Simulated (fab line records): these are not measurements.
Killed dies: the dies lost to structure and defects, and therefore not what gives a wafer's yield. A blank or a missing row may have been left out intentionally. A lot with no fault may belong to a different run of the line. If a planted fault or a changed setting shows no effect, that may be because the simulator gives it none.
8D (eight disciplines) problem report, filled in by code -- flow sky130 -- the parts of the form that need people (team, actions taken, sign-off) are left out

1. PROBLEM STATEMENT
Mean of run_length_s at SKY_FIELD_ISO_WET_ETCH_30: 32.8 s over 3 wafers from 1 lot, against 76.8 s (standard deviation 2.2) on wafers with no fault. Measured from the usual mean, that is -20 standard deviations.
The step: etches SiO2 in dHF, target depth 25 nm, time 50 s.
Earliest sighting: wafer L942.2 on wet_bench-01 at day 7 03:53. At this step, 39 wafers from 13 lots have a number in the record. Rule for "out" (also "out of limits"): further than 4 standard deviations from the usual mean. The other wafers with a number count as sound.

2. WHAT IT IS AND WHAT IT IS NOT
question,is,is not
which readings at this step,run_length_s,-
which lots,L942,"L922, L923, L924, L925, L926, L928, L929, L930, L931, L932, L940, L944"
which wafers of those lots,all that have a number,-
read on which tools,wet_bench-01,"wet_bench-03, wet_bench-04"
when,from day 7 03:53,up to then (33 sound wafers); but 3 sound wafers of L944 came after

3. THE SUSPECTS, EACH WITH WHAT RULES IT OUT
Counting: a tool stays on the suspect list if, at a process step up to the reading, it processed all lots that are out and no sound lot following the first of them.
- rie_si-02 at SKY_FIELD_ISO_ETCH_17 (etches Si in HBr/Cl2/O2, target depth 342 nm, time 97.7 s): ruled out as a lasting fault. Sound lots L944 ran on it after its first lot that is out, L942 (day 6 13:22).
- wet_bench-01 at SKY_FIELD_ISO_WET_ETCH_30 (etches SiO2 in dHF, target depth 25 nm, time 50 s): kept. It ran the lot that is out, L942 (day 7 03:53), and no sound lot after that; its last sound lot up to then is L924 (day 2 22:02). On those wafers its own readings are out: run_length_s.
The count leaves wet_bench-01 at SKY_FIELD_ISO_WET_ETCH_30.

4. THE CAUSE (what the simulator had put in)
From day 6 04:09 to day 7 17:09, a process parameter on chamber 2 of wet_bench-01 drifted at SKY_FIELD_ISO_WET_ETCH_30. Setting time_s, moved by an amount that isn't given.
Counting left only this tool.

5. THE CHAIN OF EFFECTS, in route order
Each row: a reading whose mean over the struck wafers that have a number lies more than 3 standard deviations from the usual. Only readings for which the record gives a usual standard deviation are gone through. hours: the time from each lot's start at the first step in this table that gives one to its start at this step, as a median over the lots. sigmas: the change in usual standard deviations.
hours,step,reading,usual,on struck wafers,change,sigmas
0,SKY_FIELD_ISO_WET_ETCH_30,run_length_s,76.8 s,32.8,-44.0,-20
The process steps in it:
- SKY_FIELD_ISO_WET_ETCH_30: etches SiO2 in dHF, target depth 25 nm, time 50 s.
Later steps that measure or inspect, where all struck wafers having a row at the step show a number for every such reading and not one has moved that far: SKY_PWDE_OVL_MEAS_07.

6. WHAT WOULD HAVE CAUGHT IT SOONER
First out-of-limits reading in this record: day 7 03:53, which is 24 hours after fault onset at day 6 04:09.
